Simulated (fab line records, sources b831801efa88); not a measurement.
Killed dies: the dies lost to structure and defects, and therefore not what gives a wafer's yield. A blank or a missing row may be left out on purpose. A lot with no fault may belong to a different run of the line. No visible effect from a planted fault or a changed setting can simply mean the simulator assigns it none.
fab line records ; flow sky130
record: lots: 7; wafers: 21; last_day: 50
route steps=708 shown VT_ADJUST_NCORE@128 VT_ADJUST_HVTR@131
lots untouched by any fault: they come from a run of this same line in which no faults occurred
start_h: hours from the record's opening day to when the first of the lot's shown wafers began ; wait_h: hours from the lot's prior step to this one ; " the same as in the row above ; L1.1+2: one row covering several wafers at once ; - no value, or no start was given ; * or withheld: withheld ; < > ~ a bound
route shown NAME@n: NAME is a module with steps in the file, n the number in the route of the first one ; usual: mean/standard deviation of fault-free wafers ; same: alike in all rows ; chamber/n: place in a boat ; sites: the reading at each site ; _std_site: the standard deviation of these ; _edge_site: the outer-site mean with the inner-site mean subtracted ; radius_mm: how far each site lies from the wafer's centre ; mask NAME#n: copy n ; behind: the last tool/chamber to shape the wafer ; hold: why the lot was held/for how many hours/how that ended ; device: whichever transistor did not switch (one of n, p or np) ; end of line: the same wafers' tests at the end of the route ; a step given without rows: its recipe and nothing more ; killed: dies lost to structure and defects at the first sort, not the wafer's yield ; map: per-die view of a wafer (x killed, . not killed, _ where there is no die)
set.NAME: the run value of the setting; set.NAME@STEP: its run value at that earlier step ; model.NAME: the simulator's own value behind a step, which no gauge read
certain route steps with their lots: each step a table, each wafer a row
services: when a tool's chamber went out of use (start_h, in hours from the record's first day, below 0 if earlier), for how many hours, and the reason
== steps ==
step: SKY_VT_ADJUST_NCORE_IMPLANT_09
recipe: species: B; energy_kev: 10; dose_cm2: 2.4e+12; tilt_deg: withheld
step: SKY_VT_ADJUST_NCORE_STRIP_10
recipe: chemistry: O2/N2; power_w: 1400; pressure_mtorr: 1500; platen_temp_c: withheld; o2_flow_sccm: 3000; n2_flow_sccm: 300; overash_fraction: 0.5
usual: drypump_motor_current_A: 5.7/0.62; oes_product_au: 0.716/0.0047; strip_time_to_endpoint_s: 14.18/0.045
lot.wafer;tool;chamber;start_h;wait_h;drypump_motor_current_A;oes_product_au;rf_hours_counter_h;strip_time_to_endpoint_s
L696.2;plasma_asher-01;1;189.63;0.1;4.8;0.707;38;14.18
L696.4;plasma_asher-01;1;189.63;0.1;4.8;0.716;-;14.22
L696.6;plasma_asher-01;0;189.63;0.1;5.2;0.711;-;14.23
L703.3;plasma_asher-04;0;239.01;0.1;6.6;0.719;-;14.08
L703.5;plasma_asher-04;0;239.01;0.1;6.6;0.713;-;14.09
L703.6;plasma_asher-04;1;239.01;0.1;5.9;0.710;-;14.06
L712.2;plasma_asher-01;0;301.41;0.1;5.2;0.715;49;14.23
L712.3;plasma_asher-01;1;301.41;0.1;4.8;0.718;-;14.15
L712.5;plasma_asher-01;1;301.41;0.1;4.8;0.716;-;14.17
L713.3;plasma_asher-04;0;307.51;0.1;6.6;0.718;-;14.21
L713.4;plasma_asher-04;1;307.51;0.1;5.8;0.718;-;14.17
L713.6;plasma_asher-04;1;307.51;0.1;5.8;0.715;-;14.18
L714.1;plasma_asher-01;0;317.25;0.1;5.2;0.715;50;14.08
L714.2;plasma_asher-01;1;317.25;0.1;4.8;0.715;50;14.10
L714.4;plasma_asher-01;0;317.25;0.1;5.2;0.726;-;14.12
L717.1;plasma_asher-04;1;339.78;0.1;5.8;0.707;19;14.23
L717.3;plasma_asher-04;1;339.78;0.1;5.8;0.717;-;14.22
L717.6;plasma_asher-04;0;339.78;0.1;6.6;0.711;-;14.18
L718.1;plasma_asher-04;1;343.03;0.1;5.8;0.715;20;14.16
L718.4;plasma_asher-04;1;343.03;0.1;5.8;0.715;-;14.16
L718.6;plasma_asher-04;1;343.03;0.1;5.8;0.711;-;14.18
step: SKY_VT_ADJUST_NCORE_TW_MEAS_11
usual: VT_ADJUST_NCORE_TW: 217.7/1.6
lot.wafer;tool;chamber;start_h;wait_h;VT_ADJUST_NCORE_TW
L696.2;film_metro-03;-;189.74;0.1;217.3
L696.4;film_metro-03;-;189.74;0.1;216.2
L696.6;film_metro-03;-;189.74;0.1;217.7
L703.3;film_metro-02;-;239.10;0.1;215.8
L703.5;film_metro-02;-;239.10;0.1;216.1
L703.6;film_metro-02;-;239.10;0.1;214.5
L712.2;film_metro-01;-;301.52;0.1;219.1
L712.3;film_metro-01;-;301.52;0.1;219.4
L712.5;film_metro-01;-;301.52;0.1;220.8
L713.3;film_metro-03;-;307.60;0.1;218.6
L713.4;film_metro-03;-;307.60;0.1;217.0
L713.6;film_metro-03;-;307.60;0.1;218.5
L714.1;film_metro-01;-;317.35;0.1;220.2
L714.2;film_metro-01;-;317.35;0.1;220.6
L714.4;film_metro-01;-;317.35;0.1;220.5
L717.1;film_metro-02;-;339.88;0.1;216.5
L717.3;film_metro-02;-;339.88;0.1;216.5
L717.6;film_metro-02;-;339.88;0.1;217.9
L718.1;film_metro-03;-;343.13;0.1;217.1
L718.4;film_metro-03;-;343.13;0.1;217.8
L718.6;film_metro-03;-;343.13;0.1;217.9
step: SKY_VT_ADJUST_HVTR_DEHYDRATE_00
recipe: temp_c: 200; time_s: 60
step: SKY_VT_ADJUST_HVTR_HMDS_01
recipe: prime_time_s: 60; prime_temp_c: 120
step: SKY_VT_ADJUST_HVTR_COAT_02
recipe: resist: NOVOLAK; spin_rpm: 3000; resist_thk_nm: 1140
step: SKY_VT_ADJUST_HVTR_SOFTBAKE_03
recipe: temp_c: 90; time_s: 60; resist: NOVOLAK
step: SKY_VT_ADJUST_HVTR_EXPOSE_04
recipe: mask_id: HVTRM; target_cd_nm: 380; na: 0.6; source_shape: conventional; sigma_outer: 0.6; dose_mj: 150
step: SKY_VT_ADJUST_HVTR_PEB_05
recipe: temp_c: withheld; time_s: *; resist: NOVOLAK
step: SKY_VT_ADJUST_HVTR_DEVELOP_06
recipe: develop_time_s: 60; dev_temp_c: 23
step: SKY_VT_ADJUST_HVTR_CD_MEAS_07
recipe: target_cd_nm: 380
usual: cd_nm: 380.9/2.6
lot.wafer;tool;chamber;start_h;wait_h;cd_nm
L696.2;cd_sem-01;-;211.10;0.1;382.1
L696.4;cd_sem-01;-;211.10;0.1;385.8
L696.6;cd_sem-01;-;211.10;0.1;387.0
L703.3;cd_sem-01;-;263.12;0.1;383.1
L703.5;cd_sem-01;-;263.12;0.1;383.6
L703.6;cd_sem-01;-;263.12;0.1;381.9
L712.2;cd_sem-01;-;327.91;0.1;383.2
L712.3;cd_sem-01;-;327.91;0.1;379.1
L712.5;cd_sem-01;-;327.91;0.1;381.8
L713.3;cd_sem-01;-;333.33;0.1;379.0
L713.4;cd_sem-01;-;333.33;0.1;376.6
L713.6;cd_sem-01;-;333.33;0.1;376.3
L714.1;cd_sem-01;-;343.93;0.1;378.3
L714.2;cd_sem-01;-;343.93;0.1;376.8
L714.4;cd_sem-01;-;343.93;0.1;378.6
L717.1;cd_sem-01;-;365.61;0.1;380.7
L717.3;cd_sem-01;-;365.61;0.1;378.8
L717.6;cd_sem-01;-;365.61;0.1;380.2
L718.1;cd_sem-02;-;369.23;0.1;379.2
L718.4;cd_sem-02;-;369.23;0.1;380.1
L718.6;cd_sem-02;-;369.23;0.1;376.9
step: SKY_VT_ADJUST_HVTR_OVL_MEAS_08
usual: VT_ADJUST_HVTR_OVL: 1.2/1.2
lot.wafer;tool;chamber;start_h;wait_h;VT_ADJUST_HVTR_OVL[nm]
L696.2;overlay-02;-;211.20;0.1;1.1
L696.4;overlay-02;-;211.20;0.1;2.0
L696.6;overlay-02;-;211.20;0.1;0.5
L703.3;overlay-02;-;263.21;0.1;0.6
L703.5;overlay-02;-;263.21;0.1;-0.6
L703.6;overlay-02;-;263.21;0.1;2.3
L712.2;overlay-02;-;328.01;0.1;3.7
L712.3;overlay-02;-;328.01;0.1;1.2
L712.5;overlay-02;-;328.01;0.1;1.0
L713.3;overlay-01;-;333.42;0.1;2.9
L713.4;overlay-01;-;333.42;0.1;3.0
L713.6;overlay-01;-;333.42;0.1;4.0
L714.1;overlay-02;-;344.05;0.1;0.8
L714.2;overlay-02;-;344.05;0.1;2.0
L714.4;overlay-02;-;344.05;0.1;0.1
L717.1;overlay-01;-;365.73;0.1;1.0
L717.3;overlay-01;-;365.73;0.1;1.9
L717.6;overlay-01;-;365.73;0.1;2.4
L718.1;overlay-02;-;369.35;0.1;2.2
L718.4;overlay-02;-;369.35;0.1;2.1
L718.6;overlay-02;-;369.35;0.1;0.5
step: SKY_VT_ADJUST_HVTR_IMPLANT_09
recipe: species: B; energy_kev: 10; dose_cm2: 2.1e+12; tilt_deg: withheld
usual: beam_energy_keV: 9.9995/0.0029; beam_on_s: 10.01/0.2; dose_ions_cm2: 2.1e+12/2.7e+09
lot.wafer;tool;chamber;start_h;wait_h;beam_energy_keV;beam_on_s;dose_ions_cm2
L696.2;implanter-01;0;211.26;0.0;9.9971;10.19;2.0978e+12
L696.4;implanter-01;0;211.26;0.0;9.9986;10.21;2.1001e+12
L696.6;implanter-01;0;211.26;0.0;10.001;9.92;2.1002e+12
L703.3;implanter-01;0;263.28;0.1;9.9968;10.12;2.0997e+12
L703.5;implanter-01;0;263.28;0.1;9.9977;9.94;2.0998e+12
L703.6;implanter-01;0;263.28;0.1;9.9969;9.91;2.0976e+12
L712.2;implanter-01;-;328.07;0.0;-;-;-
L712.3;implanter-01;-;328.07;0.0;-;-;-
L712.5;implanter-01;-;328.07;0.0;-;-;-
L713.3;implanter-03;-;333.49;0.1;-;-;-
L713.4;implanter-03;-;333.49;0.1;-;-;-
L713.6;implanter-03;-;333.49;0.1;-;-;-
L714.1;implanter-01;-;344.08;0.0;-;-;-
L714.2;implanter-01;-;344.08;0.0;-;-;-
L714.4;implanter-01;-;344.08;0.0;-;-;-
L717.1;implanter-03;0;365.76;0.0;9.9964;9.69;2.0993e+12
L717.3;implanter-03;0;365.76;0.0;10.001;10.18;2.0993e+12
L717.6;implanter-03;0;365.76;0.0;9.9989;9.85;2.1005e+12
L718.1;implanter-02;0;369.38;0.0;9.9985;9.97;2.0986e+12
L718.4;implanter-02;0;369.38;0.0;10.002;10.28;2.1028e+12
L718.6;implanter-02;0;369.38;0.0;9.9964;10.14;2.1022e+12
step: SKY_VT_ADJUST_HVTR_STRIP_10
recipe: chemistry: O2/N2; power_w: 1400; pressure_mtorr: 1500; platen_temp_c: withheld; o2_flow_sccm: 3000; n2_flow_sccm: 300; overash_fraction: 0.5
usual: drypump_motor_current_A: 5.7/0.65; oes_product_au: 0.716/0.0046; strip_time_to_endpoint_s: 14.17/0.037
lot.wafer;tool;chamber;start_h;wait_h;drypump_motor_current_A;oes_product_au;rf_hours_counter_h;strip_time_to_endpoint_s
L696.2;plasma_asher-02;1;211.38;0.1;6.1;0.713;54;14.17
L696.4;plasma_asher-02;0;211.38;0.1;5.0;0.722;-;14.13
L696.6;plasma_asher-02;1;211.38;0.1;6.1;0.715;-;14.16
L703.3;plasma_asher-04;0;263.41;0.1;6.6;0.719;-;14.17
L703.5;plasma_asher-04;1;263.41;0.1;5.8;0.714;-;14.19
L703.6;plasma_asher-04;0;263.41;0.1;6.6;0.712;-;14.19
L712.2;plasma_asher-04;0;328.19;0.1;6.6;0.713;19;14.19
L712.3;plasma_asher-04;0;328.19;0.1;6.6;0.714;-;14.16
L712.5;plasma_asher-04;1;328.19;0.1;5.8;0.730;-;14.19
L713.3;plasma_asher-02;1;333.62;0.1;6.1;0.717;-;14.16
L713.4;plasma_asher-02;0;333.62;0.1;4.9;0.713;-;14.16
L713.6;plasma_asher-02;1;333.62;0.1;6.1;0.716;-;14.13
L714.1;plasma_asher-01;1;344.23;0.1;4.8;0.714;53;14.16
L714.2;plasma_asher-01;0;344.23;0.1;5.2;0.705;53;14.13
L714.4;plasma_asher-01;1;344.23;0.1;4.9;0.713;-;14.08
L717.1;plasma_asher-04;1;365.91;0.1;5.8;0.712;22;14.20
L717.3;plasma_asher-04;0;365.91;0.1;6.7;0.720;-;14.15
L717.6;plasma_asher-04;1;365.91;0.1;5.8;0.716;-;14.15
L718.1;plasma_asher-01;0;369.53;0.1;5.2;0.715;55;14.13
L718.4;plasma_asher-01;0;369.53;0.1;5.2;0.720;-;14.09
L718.6;plasma_asher-01;0;369.53;0.1;5.2;0.703;-;14.12
step: SKY_VT_ADJUST_HVTR_TW_MEAS_11
usual: VT_ADJUST_HVTR_TW: 209.1/1.3
lot.wafer;tool;chamber;start_h;wait_h;VT_ADJUST_HVTR_TW
L696.2;film_metro-03;-;211.49;0.1;209.7
L696.4;film_metro-03;-;211.49;0.1;208.0
L696.6;film_metro-03;-;211.49;0.1;209.4
L703.3;film_metro-03;-;263.50;0.1;209.9
L703.5;film_metro-03;-;263.50;0.1;209.2
L703.6;film_metro-03;-;263.50;0.1;209.7
L712.2;film_metro-04;-;328.30;0.1;30.0
L712.3;film_metro-04;-;328.30;0.1;29.9
L712.5;film_metro-04;-;328.30;0.1;30.0
L713.3;film_metro-02;-;333.71;0.1;29.4
L713.4;film_metro-02;-;333.71;0.1;29.5
L713.6;film_metro-02;-;333.71;0.1;29.5
L714.1;film_metro-03;-;344.33;0.1;29.8
L714.2;film_metro-03;-;344.33;0.1;29.8
L714.4;film_metro-03;-;344.33;0.1;29.8
L717.1;film_metro-02;-;366.01;0.1;207.4
L717.3;film_metro-02;-;366.01;0.1;206.4
L717.6;film_metro-02;-;366.01;0.1;208.0
L718.1;film_metro-04;-;369.63;0.1;210.8
L718.4;film_metro-04;-;369.63;0.1;210.1
L718.6;film_metro-04;-;369.63;0.1;210.6
== services ==
tool;chamber;start_h;hours;kind
implanter-03;-;174.33;0.8;repair
implanter-02;-;181.98;3.7;pm
plasma_asher-04;-;264.38;10.5;repair
implanter-02;-;289.52;0.7;repair
implanter-03;-;306.78;1.1;repair
plasma_asher-04;-;330.09;4.3;pm
implanter-03;-;350.02;4.7;pm
== key ==
first_sign: step: SKY_VT_ADJUST_HVTR_IMPLANT_09; reading: tool_record; direction: missing
effect: step: SKY_VT_ADJUST_HVTR_TW_MEAS_11; reading: VT_ADJUST_HVTR_TW; direction: down; sigmas: 99+; usual: 209.1; struck: 29.7
met_at SKY_VT_ADJUST_HVTR_IMPLANT_09
struck_wafers L712.2,L712.3,L712.5,L713.3,L713.4,L713.6,L714.1,L714.2,L714.4
later_rows_left_out L712.2,L712.3,L712.5,L713.3,L713.4,L713.6,L714.1,L714.2,L714.4
sort_left_out L712.2,L712.3,L712.5,L713.3,L713.4,L713.6,L714.1,L714.2,L714.4
tester_left_out L712,L713,L714
onset_between 263.28 328.07
fault: kind: skipped_step_whole; tool: implanter-01,implanter-03; chamber: -; onset_h: 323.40; steps: SKY_VT_ADJUST_HVTR_IMPLANT_09; scope: struck_lots_only
tester_left_out: of these lots the tester's yield and bins aren't shown, on N5 and GAA mostly nor the transistor test; their killed dies are dies lost to structure and defects alone, not to doping, threshold or leakage, so they don't give the yield
sort_left_out: the simulated sort isn't trusted on such a fault, so these wafers' sort isn't shown, and their yield isn't known
later_rows_left_out: the simulator's readings of these wafers behind a module that went badly wrong aren't trusted and aren't shown, but for the sort
